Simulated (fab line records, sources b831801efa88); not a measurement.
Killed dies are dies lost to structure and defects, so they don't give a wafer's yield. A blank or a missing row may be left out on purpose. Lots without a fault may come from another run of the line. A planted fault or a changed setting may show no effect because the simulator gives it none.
A struck lot beside a sound one | flow sky130 | 43 steps out of a route of 708
Sound: wafers L183.1, L183.2, L183.6. Struck: wafers L191.2, L191.5. (L191.4 of the same lot was not struck and is left out.) The cause comes at the end.
At each step with rows: each side's tool, then ch and its chambers, then its first start. Under that, the readings that differ: sound wafers | struck wafers | difference of the means | sigmas: that difference in standard deviations of wafers without a fault.
alike: readings whose means differ by less than 2 such deviations, and words and numbers that are the same on both sides. not compared: withheld readings, readings that some wafer has no value for, bounds like >300 that may hide the same value, and numbers for which the record gives no deviation and whose values overlap.
The two part at a step that has a row with sigmas, a row that says differs or no value, or rows on one side only. Numbers that don't overlap but have no deviation are shown without sigmas and don't part them. A reading that every wafer of one side lacks parts them only if that side has two wafers or more.

SKY_POLY_GATE_THK_MEAS_04:
  sound on film_metro-01, day 16 22:02; struck on film_metro-01, day 19 19:20
  alike: POLY_GATE_CVD_03_THK
then, 8 steps without rows for these wafers: SKY_POLY_GATE_DEHYDRATE_05 (time 60 s); SKY_POLY_GATE_HMDS_06 (prime time 60 s); SKY_POLY_GATE_COAT_07 (resist thk 110 nm); SKY_POLY_GATE_COAT_08 (resist thk 450 nm); SKY_POLY_GATE_SOFTBAKE_09 (time 90 s); SKY_POLY_GATE_EXPOSE_10 (exposes mask P1M, target cd 150 nm); SKY_POLY_GATE_PEB_11; SKY_POLY_GATE_DEVELOP_12 (develop time 60 s).
SKY_POLY_GATE_CD_MEAS_13: target cd 150 nm.
  sound on cd_sem-02, day 18 03:43; struck on cd_sem-02, day 21 02:16
  alike: cd_nm
SKY_POLY_GATE_OVL_MEAS_14:
  sound on overlay-02, day 18 03:50; struck on overlay-02, day 21 02:22
  alike: POLY_GATE_OVL
SKY_POLY_GATE_ETCH_15: etches BARC in N2/H2, stops on SiO2, time 118.5 s, target depth 110 nm.
  sound on rie_diel-03 ch 0,1, day 18 03:53; struck on rie_diel-02 ch 2, day 21 02:24
  alike: drypump_motor_current_A, oes_product_au, throttle_valve_pct
  not compared: rf_hours_counter_h
SKY_POLY_GATE_ETCH_16: etches Si3N4 in CH3F/O2, stops on poly-Si, time 147.5 s, target depth 75 nm.
  sound on rie_diel-03 ch 0,1, day 18 03:58; struck on rie_diel-02 ch 2, day 21 02:29
  alike: drypump_motor_current_A, oes_product_au, throttle_valve_pct
  not compared: rf_hours_counter_h
SKY_POLY_GATE_ETCH_17: etches poly-Si in HBr/Cl2, stops on SiO2, target depth 180 nm, time 70.5 s.
  sound on rie_si-02 ch 0,2,3, day 18 04:04; struck on rie_si-01 ch 2,3, day 21 02:35
  reading               | sound             | struck      | difference | sigmas
  oes_product_au (a.u.) | 0.979 0.979 0.983 | 1.000 0.994 | +0.017     | +2
  alike: drypump_motor_current_A, throttle_valve_pct
  not compared: rf_hours_counter_h
SKY_POLY_GATE_STRIP_18: strips in O2/N2.
  sound on plasma_asher-02 ch 0,1, day 18 04:07; struck on plasma_asher-01 ch 0,1, day 21 02:38
  alike: drypump_motor_current_A, oes_product_au, strip_time_to_endpoint_s
  not compared: rf_hours_counter_h
then, 2 steps without rows for these wafers: SKY_POLY_GATE_CLEAN_19 (cleans in SC1/SC2, time 150 s); SKY_POLY_GATE_OXIDATION_20 (stabilise 600 s, purge 300 s, target thk 4 nm).
SKY_POLY_GATE_THK_MEAS_21:
  sound on film_metro-02, day 18 06:31; struck on film_metro-03, day 21 04:02
  alike: POLY_GATE_OXIDATION_THK
SKY_POLY_GATE_CD_MEAS_22:
  sound on cd_sem-01, day 18 06:34; struck on cd_sem-01, day 21 04:07
  alike: cd_nm
then, 7 steps without rows for these wafers: SKY_LDD_N_DEHYDRATE_00 (time 60 s); SKY_LDD_N_HMDS_01 (prime time 60 s); SKY_LDD_N_COAT_02 (resist thk 300 nm); SKY_LDD_N_SOFTBAKE_03 (time 60 s); SKY_LDD_N_EXPOSE_04 (exposes mask NTM, target cd 840 nm); SKY_LDD_N_PEB_05; SKY_LDD_N_DEVELOP_06 (develop time 60 s).
SKY_LDD_N_OVL_MEAS_07:
  sound on overlay-02, day 19 12:50; struck on overlay-01, day 22 10:24
  alike: LDD_N_OVL
then, 8 steps without rows for these wafers: SKY_LDD_N_IMPLANT_08; SKY_LDD_N_IMPLANT_09; SKY_LDD_N_IMPLANT_10; SKY_LDD_N_IMPLANT_11; SKY_LDD_N_IMPLANT_12; SKY_LDD_N_IMPLANT_13; SKY_LDD_N_IMPLANT_14; SKY_LDD_N_IMPLANT_15.
SKY_LDD_N_STRIP_16: strips in O2/N2.
  sound on plasma_asher-04 ch 0,1, day 19 14:05; struck on plasma_asher-04 ch 0, day 22 11:38
  reading                      | sound             | struck      | difference | sigmas
  strip_time_to_endpoint_s (s) | 4.308 4.312 4.323 | 4.354 4.334 | +0.030     | +2
  alike: drypump_motor_current_A, oes_product_au
  not compared: rf_hours_counter_h
SKY_LDD_N_TW_MEAS_17:
  sound on film_metro-03, day 19 14:11; struck on film_metro-03, day 22 11:44
  alike: LDD_N_TW
then, 5 steps without rows for these wafers: SKY_LDD_P_DEHYDRATE_00 (time 60 s); SKY_LDD_P_HMDS_01 (prime time 60 s); SKY_LDD_P_COAT_02 (resist thk 1140 nm); SKY_LDD_P_SOFTBAKE_03 (time 60 s); SKY_LDD_P_EXPOSE_04 (exposes mask PSDM, target cd 380 nm).
-- the record jumps here: 26 days lie between the struck wafers' starts before and after (it left off in module LDD_P and takes up again in module PAD_OPEN, whose first step shown is number 708 of the route) --
SKY_PAD_OPEN_PROBE_99:
  sound on prober-01, day 47 00:56; struck on prober-01, day 48 19:58
  reading             | sound    | struck  | difference | sigmas
  killed_at_front_end | 11 7 14  | 52 59   | +45        | +10
  killed_dies         | 82 78 79 | 130 136 | +53        | +6
  alike: killed_at_M0_to_M3, killed_at_M4_up, killed_at_contacts, killed_at_other, killed_on_rim, killed_open, killed_short

WHERE THEY PART
First at SKY_POLY_GATE_ETCH_17; last, within this record, at SKY_PAD_OPEN_PROBE_99.

WHY: what the simulator had put in
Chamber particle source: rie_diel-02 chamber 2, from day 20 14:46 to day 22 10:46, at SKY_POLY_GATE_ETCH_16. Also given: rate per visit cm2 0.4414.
